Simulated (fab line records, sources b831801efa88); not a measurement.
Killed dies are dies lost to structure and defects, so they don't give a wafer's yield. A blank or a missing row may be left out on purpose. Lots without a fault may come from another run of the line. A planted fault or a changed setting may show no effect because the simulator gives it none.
Problem report in the 8D (eight disciplines) form, filled by code | flow gf180mcu | the parts of the form that need people (team, actions taken, sign-off) are left out

1. THE PROBLEM
MVPSD_RS at GF_VT_IMPLANT_RS_MEAS_49 reads a mean of 1215.1 ohm/sq on 3 wafers of 2 lots; wafers without a fault read 1164.8 ohm/sq with a standard deviation of 2.9. That is +17 standard deviations from the usual mean.
The step: measures by four-point-probe.
First seen on wafer L706.6, day 9 22:40, on film_metro-02. The record holds 42 wafers of 14 lots with a number at this step. Rule for "out", or "out of limits": more than 4 standard deviations from the usual mean. The other wafers with a number count as sound.

2. WHAT IT IS AND WHAT IT IS NOT
question                    | is                           | is not
which readings at this step | MVPSD_RS                     | -
which lots                  | L706, L708                   | L698, L699, L700, L703, L710, L712, L713, L716, L717, L718, L719, L721
which wafers of those lots  | L706.6, L708.4, L708.6       | L706.1, L706.3, L708.5
read on which gauges        | film_metro-01, film_metro-02 | film_metro-03
when                        | from day 9 22:40             | up to then (14 sound wafers); but 25 sound wafers of L708, L710, L712, L713, L716, L717, L718, L719, L721 came after

3. SUSPECTS, AND WHAT RULES EACH OUT
Counting: a tool at a process step up to the reading stays a suspect if it ran every lot that is out. Sound lots after the first of them don't rule it out here, since some wafers of a struck lot are sound.
- the gauge at GF_VT_IMPLANT_RS_MEAS_49: ruled out. The wafers that are out were read on 2 gauges (film_metro-01, film_metro-02).
- implanter-04 at GF_MVPSD_IMPLANT_09: kept. It ran every lot that is out, first L706 (day 7 03:44); its last sound lot up to then is L703 (day 6 06:32).
- rtp_anneal-01 at GF_VT_IMPLANT_RTA_45 (time 30 s): kept. It ran every lot that is out, first L706 (day 9 22:12); its last sound lot up to then is L703 (day 8 22:41).
Left after counting: implanter-04 at GF_MVPSD_IMPLANT_09, rtp_anneal-01 at GF_VT_IMPLANT_RTA_45.

4. THE CAUSE (what the simulator had put in)
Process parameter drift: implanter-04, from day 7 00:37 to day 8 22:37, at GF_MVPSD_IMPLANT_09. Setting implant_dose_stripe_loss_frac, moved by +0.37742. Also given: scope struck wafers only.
Counting left 2 suspects, and this tool is among them.

5. THE CHAIN OF EFFECTS, in route order
Each row: a reading whose mean over the struck wafers that have a number lies more than 3 standard deviations from the usual. Only readings for which the record gives a usual standard deviation are gone through. hours: the time from each lot's start at the first step in this table that gives one to its start at this step, as a median over the lots. sigmas: the change in usual standard deviations.
hours | step                     | reading  | usual         | on struck wafers | change | sigmas
0     | GF_VT_IMPLANT_RS_MEAS_49 | MVPSD_RS | 1164.8 ohm/sq | 1215.1           | +50.3  | +17

6. WHAT WOULD HAVE CAUGHT IT SOONER
In this record the first reading out of limits at a measuring or inspecting step was taken at day 9 22:40, 70 hours after the fault began at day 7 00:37.
Of the tool readings at GF_MVPSD_IMPLANT_09 for which the record gives a usual standard deviation, none was out on any struck wafer, so an alarm limit of 4 standard deviations on them would not have fired.
All the lots that are out (2) had begun GF_MVPSD_IMPLANT_09 on implanter-04 by day 9 22:40. A hold on the tool at that time would have spared none of them.
